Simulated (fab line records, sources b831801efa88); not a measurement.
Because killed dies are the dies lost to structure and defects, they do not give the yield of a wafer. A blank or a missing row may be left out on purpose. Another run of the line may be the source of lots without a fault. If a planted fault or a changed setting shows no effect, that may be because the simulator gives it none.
fab line records	flow sky130
[record] lots = 7	wafers = 20	lastDay = 50
route steps=708 shown VIA2@519 METAL3@532 PAD_OPEN@708
lots that met no fault: taken from a fault-free run of the same line
startH: hours from the record's first day to the start of the lot's first wafer shown	waitH: hours from the lot's prior step to this one	" unchanged from the row above	L1.1+2: several wafers, shown together as one row	- value missing, or start not given	* or withheld: withheld	< > ~ a bound
route shown NAME@n: names a module that has steps shown in the file, with the first one's number in the route	usual: the fault-free wafers' mean and standard deviation	same: alike in all rows	chamber/n: place in a boat	sites: the reading at each site	_std_site: the values' standard deviation	_edge_site: the outer-site mean with the inner-site mean subtracted	radiusMm: for every site, how far away it sits from the centre of the wafer	mask NAME#n: copy n	behind: the most recent tool/chamber to have shaped the wafer	hold: why the lot went on hold/how many hours it stayed there/how the hold came to an end	device: the n, p or np transistor that did not switch	end of line: the tests these same wafers got at the end of their route	step lacking rows: just its recipe	killed: not the wafer's yield, but the dies lost to structure and defects at the first sort	map: a wafer's dies, marking killed ones x, the rest . and places with no die _
set.NAME: the setting as run; set.NAME@STEP: as run at that earlier step	model.NAME: the simulator's own value behind a step, which no gauge read
certain route steps with their lots: each step a table, each wafer a row
services: the hour from which a tool's chamber was out of use, counted from the record's first day as startH (under 0 if before that day), plus the number of hours and why
[[steps]]
[step SKY_VIA2_CD_MEAS_12]
[recipe] targetCdNm = 200
[usual] cdNm = 200.1/1.7
lot.wafer	tool	chamber	startH	waitH	cdNm
L607.3	cdSem-02	-	870.56	-	200.9
L607.4	"	-	"	"	201.1
L607.5	"	-	"	"	201.3
L613.3	cdSem-01	-	908.33	-	197.4
L613.5	"	-	"	"	197.7
L613.6	"	-	"	"	199.0
L620.3	cdSem-02	-	952.89	-	199.0
L620.4	"	-	"	"	198.5
L621.2	cdSem-01	-	963.07	-	198.3
L621.3	"	-	"	"	196.7
L621.4	"	-	"	"	196.8
L622.2	cdSem-01	-	968.24	-	199.4
L622.3	"	-	"	"	199.2
L622.4	"	-	"	"	200.2
L626.2	cdSem-02	-	989.17	-	203.3
L626.3	"	-	"	"	200.7
L626.4	"	-	"	"	201.9
L628.2	cdSem-01	-	1004.24	-	201.4
L628.3	"	-	"	"	201.6
L628.6	"	-	"	"	201.4
[step SKY_VIA2_OVL_MEAS_13]
[usual] VIA2_OVL = -1/5.4
lot.wafer	tool	chamber	startH	waitH	VIA2_OVL[nm]
L607.3	overlay-01	-	870.65	0.1	0
L607.4	"	-	"	"	-4
L607.5	"	-	"	"	3
L613.3	overlay-02	-	908.42	0.1	3
L613.5	"	-	"	"	1
L613.6	"	-	"	"	4
L620.3	overlay-01	-	952.98	0.1	-6
L620.4	"	-	"	"	-5
L621.2	overlay-01	-	963.18	0.1	-4
L621.3	"	-	"	"	0
L621.4	"	-	"	"	-8
L622.2	overlay-01	-	968.35	0.1	3
L622.3	"	-	"	"	4
L622.4	"	-	"	"	0
L626.2	overlay-01	-	989.28	0.1	-10
L626.3	"	-	"	"	-2
L626.4	"	-	"	"	-6
L628.2	overlay-01	-	1004.35	0.1	-4
L628.3	"	-	"	"	2
L628.6	"	-	"	"	-6
[step SKY_VIA2_ETCH_14]
[recipe] chemistry = N2/H2	target = BARC	ionEnergyEv = 200	sourceW = 500	biasW = 100	pressureMtorr = 30	n2FlowSccm = 100	h2FlowSccm = 200	stopOn = SiO2	timeS = 45.9	targetDepthA = 600
[usual] drypumpMotorCurrentA = 5.8/0.32	h2FlowSccm = 200.0/0.65	oesProductAu = 0.854/0.0049	throttleValvePct = 13.225/0.0085
[same] timeS = 45.9
lot.wafer	tool	chamber	startH	waitH	drypumpMotorCurrentA	h2FlowSccm	oesProductAu	rfHoursCounterH	throttleValvePct
L607.3	rieDiel-04	1	870.68	0.0	6.2	200.4	0.860	14	13.227
L607.4	"	3	"	"	5.7	199.5	0.846	13	13.223
L607.5	"	2	"	"	6.0	198.9	0.847	-	13.230
L613.3	rieDiel-01	0	908.45	0.0	5.7	198.7	0.850	6	13.222
L613.5	"	3	"	"	6.0	199.5	0.855	-	13.222
L613.6	"	0	"	"	5.7	198.7	0.851	-	13.208
L620.3	rieDiel-04	2	953.01	0.0	6.0	200.4	0.851	15	13.208
L620.4	"	1	"	"	6.2	199.5	0.850	16	13.224
L621.2	rieDiel-01	0	963.21	0.0	5.7	201.3	0.855	7	13.215
L621.3	"	1	"	"	5.4	199.6	0.859	13	13.225
L621.4	"	3	"	"	6.0	199.1	0.854	2	13.226
L622.2	rieDiel-04	0	968.38	0.0	6.2	199.8	0.861	5	13.216
L622.3	"	2	"	"	6.0	200.1	0.854	15	13.228
L622.4	"	3	"	"	5.7	199.4	0.851	15	13.216
L626.2	rieDiel-04	1	989.31	0.0	6.2	200.8	0.849	17	13.235
L626.3	"	0	"	"	6.3	199.3	0.852	6	13.234
L626.4	"	3	"	"	5.7	199.3	0.858	16	13.217
L628.2	rieDiel-04	3	1004.38	0.0	5.7	200.6	0.847	17	13.225
L628.3	"	1	"	"	6.1	200.3	0.867	18	13.223
L628.6	"	2	"	"	6.0	200.2	0.858	-	13.232
[step SKY_VIA2_ETCH_15]
[recipe] target = SiO2	chemistry = C4F8/O2/Ar	targetDepthNm = 546	stopOn = TiN	maskMaterial = KrF-thick	sourceW = 1500	biasW = 1200	pressureMtorr = 40	c4f8FlowSccm = withheld	O2_flow_sccm = 6	Ar_flow_sccm = 300	timeS = 84
[usual] oesProductAu = 0.939/0.0042
[same] timeS = 84
lot.wafer	tool	chamber	startH	waitH	oesProductAu	rfHoursCounterH
L607.3	rieDiel-04	1	870.72	0.0	0.945	14
L607.4	"	3	"	"	0.940	13
L607.5	"	2	"	"	0.933	-
L613.3	rieDiel-01	0	908.49	0.0	0.942	6
L613.5	"	3	"	"	0.938	-
L613.6	"	0	"	"	0.938	-
L620.3	rieDiel-04	2	953.05	0.0	0.945	15
L620.4	"	1	"	"	0.942	16
L621.2	rieDiel-01	0	963.25	0.0	0.941	7
L621.3	"	1	"	"	0.942	13
L621.4	"	3	"	"	0.931	2
L622.2	rieDiel-04	0	968.42	0.0	0.941	5
L622.3	"	2	"	"	0.944	15
L622.4	"	3	"	"	0.936	15
L626.2	rieDiel-04	1	989.35	0.0	0.936	17
L626.3	"	0	"	"	0.932	6
L626.4	"	3	"	"	0.941	16
L628.2	rieDiel-04	3	1004.42	0.0	0.937	17
L628.3	"	1	"	"	0.941	18
L628.6	"	2	"	"	0.935	-
[step SKY_VIA2_STRIP_16]
[recipe] chemistry = O2/N2	powerW = 1400	pressureMtorr = 1500	platenTempC = withheld	o2FlowSccm = 3000	n2FlowSccm = 300	overashFraction = 0.5
[usual] drypumpMotorCurrentA = 5.5/0.36	oesProductAu = 0.398/0.0049	stripTimeToEndpointS = 4.036/0.024
lot.wafer	tool	chamber	startH	waitH	drypumpMotorCurrentA	oesProductAu	rfHoursCounterH	stripTimeToEndpointS
L607.3	plasmaAsher-04	1	870.82	0.1	5.6	0.395	-	4.031
L607.4	"	0	"	"	6.1	0.398	-	4.016
L607.5	"	1	"	"	5.6	0.401	-	4.041
L613.3	plasmaAsher-02	1	908.58	0.1	5.1	0.386	-	3.991
L613.5	"	1	"	"	5.2	0.398	-	4.038
L613.6	"	0	"	"	5.6	0.388	-	3.976
L620.3	plasmaAsher-02	0	953.14	0.1	5.6	0.399	-	4.033
L620.4	"	1	"	"	5.1	0.401	-	4.036
L621.2	plasmaAsher-04	0	963.31	0.0	6.1	0.399	109	3.988
L621.3	"	0	"	"	6.1	0.398	-	4.024
L621.4	"	1	"	"	5.7	0.392	-	4.056
L622.2	plasmaAsher-02	0	968.48	0.0	5.6	0.393	23	4.061
L622.3	"	1	"	"	5.1	0.399	-	4.063
L622.4	"	0	"	"	5.6	0.404	-	4.064
L626.2	plasmaAsher-02	0	989.41	0.0	5.6	0.406	26	4.068
L626.3	"	1	"	"	5.2	0.398	-	4.053
L626.4	"	0	"	"	5.6	0.400	-	4.043
L628.2	plasmaAsher-04	1	1004.48	0.0	5.7	0.402	113	4.017
L628.3	"	1	"	"	5.6	0.395	-	4.032
L628.6	"	1	"	"	5.7	0.395	-	4.045
[step SKY_VIA2_STRIP_17]
[recipe] chemistry = postEtchResidueRemover	timeS = 1200	tempC = 72.5
[step SKY_VIA2_CLEAN_18]
[recipe] chemistry = IPA	timeS = 180	tempC = 25
[step SKY_VIA2_CLEAN_19]
[recipe] chemistry = O3/DIW	dry = n2Spin
[step SKY_VIA2_SPUTTER_20]
[recipe] material = TiN	targetThkNm = 20	chamberPressurePa = 5	powerW = 4000	timeS = 80
[step SKY_VIA2_CVD_21]
[recipe] material = W	targetThkNm = 420	timeS = 126.4	tempC = 400	pressureTorr = 40
[usual] heaterPowerOuterW = 512/50	heaterPowerW = 831/79
[same] timeS = 126.4
lot.wafer	tool	chamber	startH	waitH	heaterPowerOuterW	heaterPowerW
L607.3	cvdW-01	1	871.49	0.1	458	761
L607.4	"	0	"	"	560	881
L607.5	"	0	"	"	539	874
L613.3	cvdW-02	0	909.34	0.1	561	900
L613.5	"	0	"	"	574	889
L613.6	"	1	"	"	529	932
L620.3	cvdW-01	1	953.82	0.1	430	724
L620.4	"	0	"	"	528	827
L621.2	cvdW-01	0	963.96	0.0	529	811
L621.3	"	0	"	"	527	833
L621.4	"	1	"	"	430	690
L622.2	cvdW-02	1	969.14	0.0	526	901
L622.3	"	0	"	"	578	907
L622.4	"	1	"	"	520	915
L626.2	cvdW-01	1	990.06	0.0	427	705
L626.3	"	1	"	"	430	705
L626.4	"	0	"	"	541	835
L628.2	cvdW-01	1	1005.15	0.0	433	692
L628.3	"	0	"	"	522	823
L628.6	"	1	"	"	429	701
[step SKY_VIA2_RS_MEAS_22]
[recipe] thkMeasGauge = four-point-probe	reads = W_of_VIA2_CVD_21+TiN_of_VIA2_SPUTTER_20
[usual] VIA2_W_RS = 0.2757/0.0027
lot.wafer	tool	chamber	startH	waitH	VIA2_W_RS[ohm/sq]
L607.3	filmMetro-01	-	871.61	0.1	0.2803
L607.4	"	-	"	"	0.2752
L607.5	"	-	"	"	0.2763
L613.3	filmMetro-04	-	909.47	0.1	0.2747
L613.5	"	-	"	"	0.2762
L613.6	"	-	"	"	0.2742
L620.3	filmMetro-02	-	953.94	0.1	0.2740
L620.4	"	-	"	"	0.2714
L621.2	filmMetro-01	-	964.11	0.1	0.2712
L621.3	"	-	"	"	0.2711
L621.4	"	-	"	"	0.2714
L622.2	filmMetro-02	-	969.29	0.1	0.2804
L622.3	"	-	"	"	0.2781
L622.4	"	-	"	"	0.2793
L626.2	filmMetro-02	-	990.21	0.1	0.2773
L626.3	"	-	"	"	0.2776
L626.4	"	-	"	"	0.2710
L628.2	filmMetro-02	-	1005.30	0.1	0.2741
L628.3	"	-	"	"	0.2762
L628.6	"	-	"	"	0.2736
[step SKY_VIA2_THK_MEAS_23]
[recipe] thkMeasGauge = xrf	reads = W_of_VIA2_CVD_21
[usual] VIA2_W_THK = 419/8
lot.wafer	tool	chamber	startH	waitH	VIA2_W_THK[nm]
L607.3	filmMetro-01	-	871.71	0.1	413
L607.4	"	-	"	"	417
L607.5	"	-	"	"	417
L613.3	filmMetro-04	-	909.57	0.1	434
L613.5	"	-	"	"	434
L613.6	"	-	"	"	435
L620.3	filmMetro-02	-	954.04	0.1	417
L620.4	"	-	"	"	424
L621.2	filmMetro-01	-	964.22	0.1	425
L621.3	"	-	"	"	432
L621.4	"	-	"	"	428
L622.2	filmMetro-02	-	969.40	0.1	407
L622.3	"	-	"	"	408
L622.4	"	-	"	"	409
L626.2	filmMetro-02	-	990.32	0.1	414
L626.3	"	-	"	"	414
L626.4	"	-	"	"	425
L628.2	filmMetro-02	-	1005.41	0.1	418
L628.3	"	-	"	"	418
L628.6	"	-	"	"	423
[step SKY_VIA2_CMP_24]
[recipe] stopOn = SiO2	tOverpolishS = 20	downForcePsi = 3.5	platenRpm = 60	targetThkNm = 0	padVelocityMS = 0.94248
[usual] motorCurrentA = 11.1/0.91	overpolishRunS = 19.999/0.0092	slurryFlowMlMin = 150.0/0.49	timeToEndpointS = 101/3.1
lot.wafer	tool	chamber	startH	waitH	motorCurrentA	overpolishRunS	slurryFlowMlMin	timeToEndpointS
L607.3	cmp-01	2	871.75	0.0	11.4	20.008	150.1	101
L607.4	"	3	"	"	9.2	20.005	150.4	99
L607.5	"	2	"	"	11.7	19.997	150.2	98
L613.3	cmp-01	0	909.76	0.2	11.4	20.001	150.4	101
L613.6	"	1	"	"	10.7	19.995	150.7	103
L613.5	"	2	"	"	12.5	19.992	149.2	101
L620.4	cmp-01	2	954.08	0.0	11.8	0.041	150.4	158
L620.3	"	0	"	"	11.6	19.998	150.2	97
L621.3	cmp-01	3	964.27	0.0	9.5	19.991	150.0	103
L621.2	"	0	"	"	11.8	19.996	150.6	100
L621.4	"	1	"	"	10.2	0.032	149.5	158
L622.2	cmp-01	3	969.45	0.0	9.5	20.015	150.4	105
L622.4	"	0	"	"	11.7	0.041	150.2	155
L622.3	"	2	"	"	12.2	19.984	148.3	108
L626.4	cmp-02	3	990.37	0.0	10.5	20.008	150.2	100
L626.2	"	0	"	"	12.2	19.992	149.9	102
L626.3	"	1	"	"	11.4	20.002	149.6	100
L628.3	cmp-02	0	1005.56	0.1	12.0	19.997	149.3	103
L628.2	"	1	"	"	11.7	19.992	149.7	102
L628.6	"	2	"	"	11.2	20.000	149.9	104
[step SKY_METAL3_SPUTTER_00]
[recipe] material = Ti	targetThkNm = 15	powerW = 3000	timeS = 10	chamberPressurePa = 0.4
[usual] throttleValvePct = 30.1/0.72
[same] timeS = 10
lot.wafer	tool	chamber	startH	waitH	throttleValvePct
L607.3	pvdSputter-04	-	872.05	0.2	30.9
L607.4	"	-	"	"	30.4
L607.5	"	-	"	"	30.3
L613.3	pvdSputter-03	-	909.91	0.1	30.0
L613.5	"	-	"	"	30.6
L613.6	"	-	"	"	29.9
L620.3	pvdSputter-04	-	954.38	0.1	30.2
L621.2	pvdSputter-04	-	964.57	0.2	28.7
L621.3	"	-	"	"	30.2
L622.2	pvdSputter-03	-	969.75	0.2	30.1
L622.3	"	-	"	"	30.8
L626.2	pvdSputter-04	-	990.67	0.2	30.8
L626.3	"	-	"	"	29.0
L626.4	"	-	"	"	30.2
L628.2	pvdSputter-02	-	1005.76	0.1	29.7
L628.3	"	-	"	"	30.7
L628.6	"	-	"	"	30.6
[step SKY_PAD_OPEN_PROBE_99]
[usual] defectLimitedYield = 82.2/1.9	killed_at_M0_to_M3 = 43/6.5	killed_at_M4_up = 3.5/1.9	killedAtContacts = 24/5.4	killedAtFrontEnd = 16/4.8	killedAtOther = 0.4/0.64	killedDies = 87/9.4	killedOnRim = 18/4.1	killedOpen = 47/7	killedShort = 40/6.3	sort_bin_3_pad_short = 0.9/0.4	sort_bin_5_function = 10.5/1.4	sort_bin_6_memory = 6.3/1.1	sortNPass = 405/9.4	sortYieldPct = 82.2/1.9
[same] grossDies = 492	killedAtBackSide = 0	sort_bin_4_leakage[%] = 0	sort_bin_8_speed[%] = 0
lot.wafer	tool	chamber	startH	waitH	defectLimitedYield[%]	killed_at_M0_to_M3	killed_at_M4_up	killedAtContacts	killedAtFrontEnd	killedAtOther	killedDies	killedOnRim	killedOpen	killedShort	sort_bin_3_pad_short[%]	sort_bin_5_function[%]	sort_bin_6_memory[%]	sortNPass	sortYieldPct[%]
L607.3	prober-01	-	1093.37	0.2	79.5	52	5	23	21	0	101	21	52	49	1.2	12.4	6.9	391	79.5
L607.4	prober-01	-	1093.42	0.2	81.9	46	3	17	22	1	89	18	45	44	2.0	11.2	4.9	403	81.9
L607.5	prober-01	-	1093.47	0.2	82.1	38	3	23	24	0	88	21	44	44	0.4	10.8	6.7	404	82.1
L613.3	prober-01	-	1124.61	0.2	81.9	46	3	27	11	2	89	14	49	40	0.8	12.0	5.3	403	81.9
L613.5	prober-01	-	1124.71	0.2	81.1	48	1	32	12	0	93	19	49	44	0.4	11.6	6.9	399	81.1
L613.6	prober-01	-	1124.76	0.2	84.3	41	4	25	7	0	77	10	44	33	0.6	9.3	5.7	415	84.3
L620.4	prober-01	-	1157.46	0.2	0	458	2	22	10	0	492	96	36	35	86.0	9.3	4.7	0	0
L621.2	prober-02	-	1165.15	0.1	80.7	45	3	23	24	0	95	12	44	51	0.4	10.6	8.3	397	80.7
L621.3	prober-02	-	1165.20	0.2	81.5	46	5	22	17	1	91	17	43	48	1.4	10.8	6.3	401	81.5
L621.4	prober-02	-	1165.25	0.2	0	453	2	25	12	0	492	96	50	35	83.5	11.2	5.3	0	0
L622.2	prober-01	-	1168.36	0.1	83.3	38	4	23	17	0	82	19	47	34	0.8	9.6	6.3	410	83.3
L622.3	prober-01	-	1168.41	0.2	86.0	42	3	15	9	0	69	15	35	34	0.8	8.1	5.1	423	86.0
L622.4	prober-01	-	1168.46	0.2	0	456	3	20	13	0	492	96	46	31	85.2	8.3	6.5	0	0
L628.2	prober-01	-	1194.84	0.1	82.7	43	2	19	21	0	85	12	46	39	0.8	11.0	5.5	407	82.7
L628.3	prober-01	-	1194.89	0.2	83.9	32	1	20	25	1	79	13	34	44	0.8	10.4	4.9	413	83.9
L628.6	prober-01	-	1195.04	0.2	80.7	42	7	24	21	1	95	23	47	48	1.4	11.0	6.9	397	80.7
// killed by level:class
L607.3 VIA1:geometricParticle:open=11 METAL1:geometricParticle:short=9 VIA1:geometricParticle:short=9 CONTACT:geometricParticle:open=8 FIELD_ISO:geometricParticle:open=7 VIA2:geometricParticle:open=6 POLY_GATE:geometricParticle:short=5 CONTACT:geometricParticle:short=5
L607.4 VIA2:geometricParticle:open=8 CONTACT:geometricParticle:open=6 METAL1:geometricParticle:short=6 VIA1:geometricParticle:open=6 POLY_GATE:geometricParticle:open=5 VIA1:geometricParticle:short=5 METAL2:geometricParticle:short=5 POLY_GATE:geometricParticle:short=4
L607.5 POLY_GATE:geometricParticle:short=8 VIA1:geometricParticle:open=8 CONTACT:geometricParticle:short=6 METAL2:geometricParticle:short=6 FIELD_ISO:geometricParticle:open=5 LI_CONTACT:geometricParticle:open=5 CONTACT:geometricParticle:open=5 POLY_GATE:geometricParticle:open=4
L613.3 CONTACT:geometricParticle:open=11 VIA1:geometricParticle:open=9 LI_CONTACT:geometricParticle:open=7 METAL1:geometricParticle:short=7 METAL2:geometricParticle:short=7 VIA3:geometricParticle:open=7 POLY_GATE:geometricParticle:open=4 LOCAL_INTERCONNECT:geometricParticle:short=4
L613.5 VIA1:geometricParticle:open=13 CONTACT:geometricParticle:open=10 LI_CONTACT:geometricParticle:open=9 VIA1:geometricParticle:short=9 VIA3:geometricParticle:open=7 CONTACT:geometricParticle:short=6 POLY_GATE:geometricParticle:short=5 METAL2:geometricParticle:short=5
L613.6 CONTACT:geometricParticle:open=12 VIA1:geometricParticle:open=11 VIA2:geometricParticle:open=7 METAL1:geometricParticle:short=6 LI_CONTACT:geometricParticle:open=5 CONTACT:geometricParticle:short=4 VIA1:geometricParticle:short=4 METAL2:geometricParticle:short=4
L620.4 VIA2:areaCmp=421 CONTACT:geometricParticle:open=9 METAL1:geometricParticle:short=6 VIA3:geometricParticle:short=5 VIA3:geometricParticle:open=5 FIELD_ISO:geometricParticle:short=4 LI_CONTACT:geometricParticle:open=4 LOCAL_INTERCONNECT:geometricParticle:short=4
L621.2 VIA1:geometricParticle:open=11 CONTACT:geometricParticle:open=10 VIA3:geometricParticle:open=7 VIA2:geometricParticle:short=6 FIELD_ISO:geometricParticle:short=5 LOCAL_INTERCONNECT:geometricParticle:short=5 CONTACT:geometricParticle:short=5 VIA2:geometricParticle:open=5
L621.3 VIA3:geometricParticle:open=9 LOCAL_INTERCONNECT:geometricParticle:short=7 VIA1:geometricParticle:short=7 VIA1:geometricParticle:open=7 CONTACT:geometricParticle:open=6 VIA2:geometricParticle:open=6 METAL1:geometricParticle:short=5 POLY_GATE:geometricParticle:open=4
L621.4 VIA2:areaCmp=407 CONTACT:geometricParticle:open=10 VIA1:geometricParticle:open=10 VIA2:geometricParticle:open=7 LI_CONTACT:geometricParticle:open=6 VIA1:geometricParticle:short=6 VIA3:geometricParticle:open=6 METAL3:geometricParticle:short=5
L622.2 CONTACT:geometricParticle:open=9 VIA2:geometricParticle:open=6 VIA1:geometricParticle:open=6 LI_CONTACT:geometricParticle:open=5 POLY_GATE:geometricParticle:open=4 POLY_GATE:geometricParticle:short=4 CONTACT:geometricParticle:short=4 VIA1:geometricParticle:short=4
L622.3 VIA2:geometricParticle:open=7 CONTACT:geometricParticle:short=6 VIA3:geometricParticle:open=6 METAL3:geometricParticle:short=5 VIA1:geometricParticle:open=5 METAL2:geometricParticle:open=4 METAL2:geometricParticle:short=4 VIA3:geometricParticle:short=4
L622.4 VIA2:areaCmp=413 VIA2:geometricParticle:open=11 CONTACT:geometricParticle:open=9 METAL2:geometricParticle:short=9 VIA1:geometricParticle:open=8 FIELD_ISO:geometricParticle:short=4 VIA3:geometricParticle:open=4 LI_CONTACT:geometricParticle:open=4
L628.2 VIA1:geometricParticle:open=9 VIA3:geometricParticle:open=9 FIELD_ISO:geometricParticle:short=8 CONTACT:geometricParticle:short=6 METAL2:geometricParticle:short=6 FIELD_ISO:geometricParticle:open=5 POLY_GATE:geometricParticle:open=5 CONTACT:geometricParticle:open=5
L628.3 POLY_GATE:geometricParticle:short=8 FIELD_ISO:geometricParticle:short=7 LI_CONTACT:geometricParticle:open=6 VIA2:geometricParticle:open=6 LOCAL_INTERCONNECT:geometricParticle:short=5 FIELD_ISO:geometricParticle:open=4 CONTACT:geometricParticle:open=4 VIA1:geometricParticle:open=4
L628.6 FIELD_ISO:geometricParticle:short=8 CONTACT:geometricParticle:open=8 VIA3:geometricParticle:open=8 FIELD_ISO:geometricParticle:open=6 CONTACT:geometricParticle:short=6 METAL2:geometricParticle:short=5 VIA1:geometricParticle:open=5 METAL1:geometricParticle:short=4
// map L620.4 (x killed, . not)
__________xxxxxxxxxx_________
________xxxxxxxxxxxxxx_______
______xxxxxxxxxxxxxxxxxx_____
_____xxxxxxxxxxxxxxxxxxxx____
____xxxxxxxxxxxxxxxxxxxxxx___
___xxxxxxxxxxxxxxxxxxxxxxxx__
__xxxxxxxxxxxxxxxxxxxxxxxxxx_
_xxxxxxxxxxxxxxxxxxxxxxxxxxxx
_xxxxxxxxxxxxxxxxxxxxxxxxxxxx
_xxxxxxxxxxxxxxxxxxxxxxxxxxxx
_xxxxxxxxxxxxxxxxxxxxxxxxxxxx
_xxxxxxxxxxxxxxxxxxxxxxxxxxxx
_xxxxxxxxxxxxxxxxxxxxxxxxxxxx
_xxxxxxxxxxxxxxxxxxxxxxxxxxxx
_xxxxxxxxxxxxxxxxxxxxxxxxxxxx
__xxxxxxxxxxxxxxxxxxxxxxxxxx_
___xxxxxxxxxxxxxxxxxxxxxxxx__
____xxxxxxxxxxxxxxxxxxxxxx___
_____xxxxxxxxxxxxxxxxxxxx____
______xxxxxxxxxxxxxxxxxx_____
________xxxxxxxxxxxxxx_______
__________xxxxxxxxxx_________
// map L621.4 (x killed, . not)
__________xxxxxxxxxx_________
________xxxxxxxxxxxxxx_______
______xxxxxxxxxxxxxxxxxx_____
_____xxxxxxxxxxxxxxxxxxxx____
____xxxxxxxxxxxxxxxxxxxxxx___
___xxxxxxxxxxxxxxxxxxxxxxxx__
__xxxxxxxxxxxxxxxxxxxxxxxxxx_
_xxxxxxxxxxxxxxxxxxxxxxxxxxxx
_xxxxxxxxxxxxxxxxxxxxxxxxxxxx
_xxxxxxxxxxxxxxxxxxxxxxxxxxxx
_xxxxxxxxxxxxxxxxxxxxxxxxxxxx
_xxxxxxxxxxxxxxxxxxxxxxxxxxxx
_xxxxxxxxxxxxxxxxxxxxxxxxxxxx
_xxxxxxxxxxxxxxxxxxxxxxxxxxxx
_xxxxxxxxxxxxxxxxxxxxxxxxxxxx
__xxxxxxxxxxxxxxxxxxxxxxxxxx_
___xxxxxxxxxxxxxxxxxxxxxxxx__
____xxxxxxxxxxxxxxxxxxxxxx___
_____xxxxxxxxxxxxxxxxxxxx____
______xxxxxxxxxxxxxxxxxx_____
________xxxxxxxxxxxxxx_______
__________xxxxxxxxxx_________
[[services]]
tool	chamber	startH	hours	kind
cmp-01	-	849.92	7.5	pm
cvdW-02	1	860.79	5.3	repair
pvdSputter-02	-	870.27	2.4	repair
pvdSputter-04	-	872.23	7.8	repair
pvdSputter-04	-	879.08	1.4	repair
cmp-02	-	887.99	2.6	repair
cvdW-01	-	904.00	14.0	pm
cvdW-01	0	904.00	14.0	ventCycle
cmp-02	-	912.00	4.0	pm
plasmaAsher-04	-	915.87	2.8	pm
cmp-02	-	916.32	6.9	pm
rieDiel-04	1	916.97	7.2	repair
cvdW-02	-	918.00	15.6	pm
cvdW-02	-	933.60	6.9	pm
pvdSputter-04	-	933.97	2.4	repair
pvdSputter-03	-	943.03	1.7	repair
plasmaAsher-02	-	958.20	0.5	repair
rieDiel-01	-	961.77	0.5	repair
pvdSputter-02	-	982.11	11.9	repair
pvdSputter-03	-	994.44	5.8	repair
cmp-02	-	994.74	6.1	pm
pvdSputter-03	-	995.29	14.7	repair
plasmaAsher-02	-	996.90	28.1	pm
pvdSputter-04	-	1005.31	0.9	repair
[[key]]
[firstSign] step = SKY_VIA2_CMP_24	reading = overpolishRunS	direction = down	sigmas = 99+	usual = 19.999	struck = 0.038
[effect] step = SKY_VIA2_CMP_24	reading = timeToEndpointS	direction = up	sigmas = 18	usual = *	struck = *
[effect] step = SKY_PAD_OPEN_PROBE_99	reading = sort_bin_3_pad_short	direction = up	sigmas = 99+	usual = 0.9	struck = 84.9
[moreKillsBornAt] SKY_VIA2_CMP_24@cmp-01 = 1241
metAt SKY_VIA2_CMP_24
struckWafers L620.4,L621.4,L622.4
laterRowsLeftOut L620.4,L621.4,L622.4
onsetBetween 909.76 954.08
[fault] kind = processParameterDrift	tool = cmp-01	chamber = -	onsetH = 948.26	steps = SKY_VIA2_CMP_24	channel = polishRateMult	offset = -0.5	shape = step	endH = 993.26	scope = struckWafersOnly
// laterRowsLeftOut: the simulator's readings of these wafers behind a module that went badly wrong aren't trusted and aren't shown, but for the sort
